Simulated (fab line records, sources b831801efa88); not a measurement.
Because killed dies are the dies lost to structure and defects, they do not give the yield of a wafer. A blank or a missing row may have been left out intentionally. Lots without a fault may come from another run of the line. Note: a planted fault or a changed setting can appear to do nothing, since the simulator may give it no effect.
A struck lot beside a sound one | flow sky130 | 14 steps out of a route of 708
Sound: these wafers, L938.4, L938.5, L938.6. Struck: wafers L929.1, L929.4, L929.6. The cause is named last.
Per side, at each step with rows, come the tool, then ch with its chambers, and then its first start. Under that, the readings that differ: sound wafers | struck wafers | difference of the means | sigmas: that difference in standard deviations of wafers without a fault.
alike: words and numbers the same on both sides, and readings whose means are apart by under 2 such deviations; not compared: readings that were withheld, readings missing a value for some wafer, numbers with overlapping values and no deviation given by the record, and bounds like >300 which may hide the same value.
The two part at a step that has a row with sigmas, a row that says differs or no value, or rows on one side only. Numbers that don't overlap but have no deviation are shown without sigmas and don't part them. A reading missing from all wafers of one side parts the sides only when that side holds two or more wafers.

first, 3 steps without rows for these wafers: SKY_METAL3_CLEAN_21 (cleans in IPA, time 180 s); SKY_METAL3_CLEAN_22 (cleans in O3/DIW); SKY_VIA3_HDPCVD_00 (deposits SiO2, target thk 1635 nm, time 272.5 s).
SKY_VIA3_THK_MEAS_01:
  sound on film-metro-02 at day 43 06:11; struck on film-metro-01 at day 40 08:32
  alike: VIA3_HDPCVD_THK
SKY_VIA3_CMP_02: polishes SiO2.
  sound on cmp-02 ch 0,3, day 43 06:21; struck on cmp-01 ch 0,2,3, day 40 08:41
  alike: motor-current-A
SKY_VIA3_BOW_MEAS_03:
  sound on film-metro-04 at day 43 06:43; struck on film-metro-01 at day 40 08:53
  alike: VIA3_BOW
then, 6 steps without rows for these wafers: SKY_VIA3_DEHYDRATE_04 (time 60 s); SKY_VIA3_HMDS_05 (prime time 60 s); SKY_VIA3_COAT_06 (resist thk 60 nm); SKY_VIA3_COAT_07 (resist thk 450 nm); SKY_VIA3_SOFTBAKE_08 (time 90 s); SKY_VIA3_EXPOSE_09 (exposes mask VIM3, target cd 200 nm).
SKY_VIA3_PEB_10:
  sound on litho-track-02 ch 0, day 44 05:00; struck on litho-track-04, day 41 08:00
  reading         | sound          | struck | difference                    | sigmas
  exhaust-pa (Pa) | 45.2 42.5 44.0 | - - -  | no value on the struck wafers |
  not compared: chill-plate-temp-C
then, 1 step without rows for these wafers: SKY_VIA3_DEVELOP_11 (develop time 60 s).

WHERE THEY PART
Only at SKY_VIA3_PEB_10, as far as this record shows.

WHY: the cause the simulator had injected
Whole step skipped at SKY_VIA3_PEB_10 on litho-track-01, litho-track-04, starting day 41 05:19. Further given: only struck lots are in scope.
